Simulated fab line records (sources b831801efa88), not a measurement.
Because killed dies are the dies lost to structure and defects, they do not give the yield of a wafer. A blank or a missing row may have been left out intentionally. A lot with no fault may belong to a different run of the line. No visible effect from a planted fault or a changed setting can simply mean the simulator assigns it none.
The tool behind it: which one? | flow gf180mcu | Sampling: 13 lots, 39 wafers, 5 of 602 route steps

WHAT THE GAUGES READ, wafer by wafer
GF_POLY_GATE_THK_MEAS_17.
lot  | measured     | on           | POLY_GATE_OXIDATION_THK (nm)
L868 | day 9 06:23  | filmMetro-04 | 3.93 3.91 3.82
L869 | day 9 12:43  | filmMetro-01 | 3.98 3.92 3.99
L870 | day 9 18:40  | filmMetro-01 | 3.86 3.96 3.86
L876 | day 11 17:23 | filmMetro-04 | 4.15 4.07 4.11
L879 | day 12 14:48 | filmMetro-01 | 3.97 3.99 3.90
L880 | day 12 17:45 | filmMetro-01 | 4.10 4.07 4.14
L881 | day 13 01:17 | filmMetro-04 | 3.95 3.93 3.95
L882 | day 13 06:11 | filmMetro-02 | 3.92 4.05 3.94
L883 | day 13 20:26 | filmMetro-04 | 4.06 3.97 3.87
L884 | day 14 00:43 | filmMetro-01 | 4.13 4.20 4.14
L887 | day 14 22:22 | filmMetro-01 | 3.97 4.04 4.07
L890 | day 15 21:10 | filmMetro-02 | 4.12 4.03 4.20
L891 | day 16 08:00 | filmMetro-04 | 4.02 4.02 3.97

GF_HV_LDD_CD_MEAS_07: the cd target is 400 nm.
lot  | measured     | on       | cdNm (nm)
L868 | day 9 23:13  | cdSem-02 | 401.0 401.2 400.6
L869 | day 10 05:47 | cdSem-01 | 399.2 399.4 398.3
L870 | day 10 12:17 | cdSem-02 | 401.6 402.6 401.7
L876 | day 12 12:32 | cdSem-01 | 397.9 398.4 398.4
L879 | day 13 10:58 | cdSem-01 | 398.7 398.8 400.1
L880 | day 13 14:27 | cdSem-01 | 322.8 324.3 323.6
L881 | day 13 22:09 | cdSem-02 | 331.7 327.0 330.2
L882 | day 14 03:03 | cdSem-01 | 331.9 332.1 331.5
L883 | day 14 17:35 | cdSem-01 | 400.8 400.3 400.7
L884 | day 14 21:02 | cdSem-02 | 397.3 399.4 398.2
L887 | day 15 19:28 | cdSem-01 | 401.0 397.4 397.0
L890 | day 16 18:53 | cdSem-02 | 401.5 402.1 400.1
L891 | day 17 06:11 | cdSem-02 | 401.5 400.2 402.0

GF_HV_LDD_OVL_MEAS_20.
lot  | measured     | on         | HV_LDD_01_OVL (nm)
L868 | day 10 17:35 | overlay-01 | 0.1 -0.6 1.9
L869 | day 11 00:37 | overlay-02 | 0.3 2.3 2.4
L870 | day 11 06:16 | overlay-02 | 2.6 0.6 1.4
L876 | day 13 08:55 | overlay-01 | 1.8 -0.8 1.1
L879 | day 14 08:16 | overlay-02 | 0.2 1.0 0.0
L880 | day 14 11:46 | overlay-01 | -1.6 -0.6 -1.7
L881 | day 14 19:52 | overlay-01 | 0.6 1.7 0.7
L882 | day 15 00:52 | overlay-01 | -1.4 0.0 -1.2
L883 | day 15 15:28 | overlay-01 | -0.4 0.6 -0.1
L884 | day 15 18:31 | overlay-01 | 0.3 4.3 1.9
L887 | day 16 17:41 | overlay-01 | -2.1 0.9 0.9
L890 | day 17 18:31 | overlay-01 | 1.2 -0.4 1.8
L891 | day 18 06:10 | overlay-02 | 0.9 1.0 2.6

WHAT TOOL EACH LOT RAN ON (gives the tool, then ch and the chambers of the sampled wafers, and finally the start)
lot  | GF_POLY_GATE_ETCH_12              | GF_HV_LDD_DEVELOP_06
L868 | rieDiel-03 ch 2,3, day 9 04:52    | lithoTrack-02 ch 0, day 9 23:04
L869 | rieDiel-02 ch 0,2,3, day 9 11:13  | lithoTrack-04 ch 0, day 10 05:38
L870 | rieDiel-04 ch 0,1,2, day 9 17:10  | lithoTrack-04 ch 0, day 10 12:08
L876 | rieDiel-02 ch 1,2, day 11 14:53   | lithoTrack-02 ch 0, day 12 12:24
L879 | rieDiel-03 ch 0,1,3, day 12 13:16 | lithoTrack-02 ch 0, day 13 10:49
L880 | rieDiel-03 ch 1,2,3, day 12 16:07 | lithoTrack-02 ch 0, day 13 14:18
L881 | rieDiel-03 ch 1,2,3, day 12 23:19 | lithoTrack-02 ch 0, day 13 22:00
L882 | rieDiel-04 ch 0,1,2, day 13 04:22 | lithoTrack-02 ch 0, day 14 02:54
L883 | rieDiel-03 ch 0,2,3, day 13 16:56 | lithoTrack-01 ch 0, day 14 17:26
L884 | rieDiel-02 ch 0,1,3, day 13 22:39 | lithoTrack-01 ch 0, day 14 20:53
L887 | rieDiel-02 ch 0,1,3, day 14 20:50 | lithoTrack-04 ch 0, day 15 19:20
L890 | rieDiel-02 ch 1,2, day 15 19:28   | lithoTrack-04 ch 0, day 16 18:44
L891 | rieDiel-04 ch 0,1,3, day 16 06:07 | lithoTrack-04 ch 0, day 17 06:02
- GF_POLY_GATE_ETCH_12: etches BARC in N2/H2.
- GF_HV_LDD_DEVELOP_06: develop time 60 s.

WHAT THE TOOLS THEMSELVES READ (means of the sampled wafers that have a number; where no wafer has one, the mark that the record gives instead)
GF_POLY_GATE_ETCH_12.
lot  | tool       | drypumpMotorCurrentA (A) | oesProductAu (a.u.) | throttleValvePct (%)
L868 | rieDiel-03 | 5.3                      | 0.732               | 13.212
L869 | rieDiel-02 | 5.7                      | 0.733               | 13.209
L870 | rieDiel-04 | 5.6                      | 0.739               | 13.219
L876 | rieDiel-02 | 5.7                      | 0.739               | 13.218
L879 | rieDiel-03 | 5.2                      | 0.734               | 13.216
L880 | rieDiel-03 | 5.2                      | 0.736               | 13.215
L881 | rieDiel-03 | 5.1                      | 0.734               | 13.220
L882 | rieDiel-04 | 5.6                      | 0.737               | 13.215
L883 | rieDiel-03 | 5.3                      | 0.732               | 13.218
L884 | rieDiel-02 | 6.0                      | 0.741               | 13.222
L887 | rieDiel-02 | 6.1                      | 0.734               | 13.224
L890 | rieDiel-02 | 5.7                      | 0.740               | 13.209
L891 | rieDiel-04 | 5.7                      | 0.739               | 13.215

GF_HV_LDD_DEVELOP_06.
lot  | tool          | developerTempC (C) | exhaustPa (Pa) | resistLineTempC (C)
L868 | lithoTrack-02 | 23.07              | 46.6           | 22.95
L869 | lithoTrack-04 | 22.90              | 44.7           | 23.13
L870 | lithoTrack-04 | 23.08              | 44.8           | 22.95
L876 | lithoTrack-02 | 23.19              | 45.5           | 22.85
L879 | lithoTrack-02 | 23.06              | 45.7           | 23.07
L880 | lithoTrack-02 | 22.95              | 44.9           | 22.94
L881 | lithoTrack-02 | 22.97              | 46.3           | 23.17
L882 | lithoTrack-02 | 23.05              | 44.6           | 23.00
L883 | lithoTrack-01 | 23.02              | 44.6           | 23.05
L884 | lithoTrack-01 | 23.07              | 44.5           | 23.01
L887 | lithoTrack-04 | 23.08              | 43.9           | 23.20
L890 | lithoTrack-04 | 23.02              | 45.1           | 23.01
L891 | lithoTrack-04 | 23.03              | 45.1           | 23.14

THE ANSWER, worked out from the rows above alone
Rule: what is usual is taken from the lots themselves. The widest of any qualifying gaps counts: lots, ordered by their means at a reading, are off when they make up no more than a third of the lots, leave a main group of 4 or more, and stand apart from it by 3 or more times the standard deviation of that group's means. If all means in a main group match to the digits the tables above print for the reading, that group is not used. Also off: a lot with no number at a reading for which 4 or more lots have one. Where the step has rows for the other lots, those lots are counted as sound. Order of review: gauges by route order, followed by the tools' own readings, for which a lot's mean as printed above is used. At the first step where some lot is off, the reading lying furthest off is the one used; lots without a number count as furthest.
Off, at GF_HV_LDD_CD_MEAS_07 on cdNm: L880, L881, L882. The main group has a mean of 399.9 nm with a standard deviation of 1.3.
If a tool, at a process step before that reading, ran all the lots that are off and no sound lot after the first of them, it fits. Those tools and the gauges at GF_HV_LDD_CD_MEAS_07 are tried in the same way. One candidate fits, namely lithoTrack-02 at GF_HV_LDD_DEVELOP_06. A fault onset in the window from L879 (day 13 10:49, its last sound lot) to L880 (day 13 14:18, its first lot off) fits.

WHAT WAS PUT IN BY THE SIMULATOR
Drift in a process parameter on lithoTrack-02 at GF_HV_LDD_DEVELOP_06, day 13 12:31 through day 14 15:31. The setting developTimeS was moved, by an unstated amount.
Struck lots among those shown: L880, L881, L882. The rule above reached the same finding.
